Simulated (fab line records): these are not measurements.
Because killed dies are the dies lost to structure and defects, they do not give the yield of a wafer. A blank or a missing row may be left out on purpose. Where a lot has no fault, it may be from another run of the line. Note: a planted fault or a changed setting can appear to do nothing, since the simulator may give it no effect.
Lot-split experiment    flow sky130    route with 708 steps; 5 lots, 23 wafers read

SPLIT DETAILS
At SKY_METAL3_SPUTTER_00 (material Ti, target thk 15 nm, time 10 s), the setting power-w was moved away from the recipe's 3000 W on 8 of the 23 wafers read, by -11.2% to +7.2%. This setting was run at the recipe's value on the other wafers.

The split's own step is where the reading is taken.

THE READING
Ti_of_METAL3_SPUTTER_00.thk-nm (the simulator's own value, which no gauge read), in nm, at SKY_METAL3_SPUTTER_00 (material Ti, target thk 15 nm, time 10 s). There is no usual value for it anywhere in the file. Average 15.10 nm, standard deviation 0.089 nm, over the 15 wafers here run with the recipe.

wafer   tool, chamber at the split  power-w as run, W  against the recipe  Ti_of_METAL3_SPUTTER_00.thk-nm, nm  against lot-mates on the recipe
L077.1  pvd-sputter-04, -           3000               recipe              15.07                               -
L077.2  pvd-sputter-04, -           2752               -8.3%               13.81                               -1.30
L077.4  pvd-sputter-04, -           2752               -8.3%               13.68                               -1.43
L077.5  pvd-sputter-04, -           3000               recipe              15.15                               -
L077.6  pvd-sputter-04, -           2752               -8.3%               13.78                               -1.33
L078.1  pvd-sputter-02, -           3000               recipe              15.08                               -
L078.2  pvd-sputter-02, -           3215               +7.2%               16.14                               +1.10
L078.3  pvd-sputter-02, -           3000               recipe              15                                  -
L078.4  pvd-sputter-02, -           3000               recipe              15.03                               -
L078.5  pvd-sputter-02, -           3215               +7.2%               16.24                               +1.20
L081.1  pvd-sputter-04, -           3000               recipe              15.18                               -
L081.4  pvd-sputter-04, -           3000               recipe              14.96                               -
L081.5  pvd-sputter-04, -           3000               recipe              15.11                               -
L082.2  pvd-sputter-02, -           3000               recipe              15.2                                -
L082.5  pvd-sputter-02, -           3000               recipe              15.2                                -
L082.3  pvd-sputter-02, -           3000               recipe              15.14                               -
L082.4  pvd-sputter-02, -           3000               recipe              14.99                               -
L082.6  pvd-sputter-02, -           3000               recipe              15.23                               -
L085.1  pvd-sputter-02, -           3000               recipe              14.96                               -
L085.2  pvd-sputter-02, -           3000               recipe              15.17                               -
L085.3  pvd-sputter-02, -           2664               -11.2%              13.32                               -1.75
L085.4  pvd-sputter-02, -           2664               -11.2%              13.24                               -1.83
L085.5  pvd-sputter-02, -           2664               -11.2%              13.43                               -1.64

FIT RESULTS
A straight line over all 23 wafers: Ti_of_METAL3_SPUTTER_00.thk-nm changes by +0.158 nm for each +1% of power-w; r = +0.99; the points scatter about the line by 0.087 nm.
The same after taking each lot's own level away (the mean of its wafers on the recipe; 23 wafers): +0.159 nm for each +1%; r = +1.00; scatter 0.08 nm.
That fit puts the effect of the largest move of power-w on the reading at 1.8 nm.
Across the lots, their own levels run from 15.037 to 15.152 nm, a range of 1.3 times the standard deviation given above.
Hence the lot-to-lot level has little effect on the slope; both slopes agree.
Check: for one of the wafers moved furthest among these (-11.2%), held out of the fit, the line's prediction against its lot-mates is -1.78 nm. Against them it came out at -1.75 nm.

OTHER SPLITS APPLIED TO THESE WAFERS
Note: prior to the reading, these wafers also went through further splits. Each is held against what the fit with the lots' levels taken away leaves over:
other split on the same wafers     wafers away from the commonest value  r with Ti_of_METAL3_SPUTTER_00.thk-nm (lot level and that fit taken away)
SKY_VIA1_HDPCVD_00 sih4-flow-sccm  9                                     -0.31
SKY_VIA1_CVD_21 pressure-torr      15                                    +0.09
SKY_METAL2_SPUTTER_03 time-s       7                                     -0.04
SKY_METAL2_METAL_ETCH_19 icp-w     5                                     +0.04
SKY_VIA2_HDPCVD_00 time-s          8                                     -0.09
SKY_VIA2_ETCH_14 time-s            9                                     -0.28

FILE'S OWN FIT
Ti_of_METAL3_SPUTTER_00.thk-nm changes by +0.159 nm for each +1% of power-w, r = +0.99.
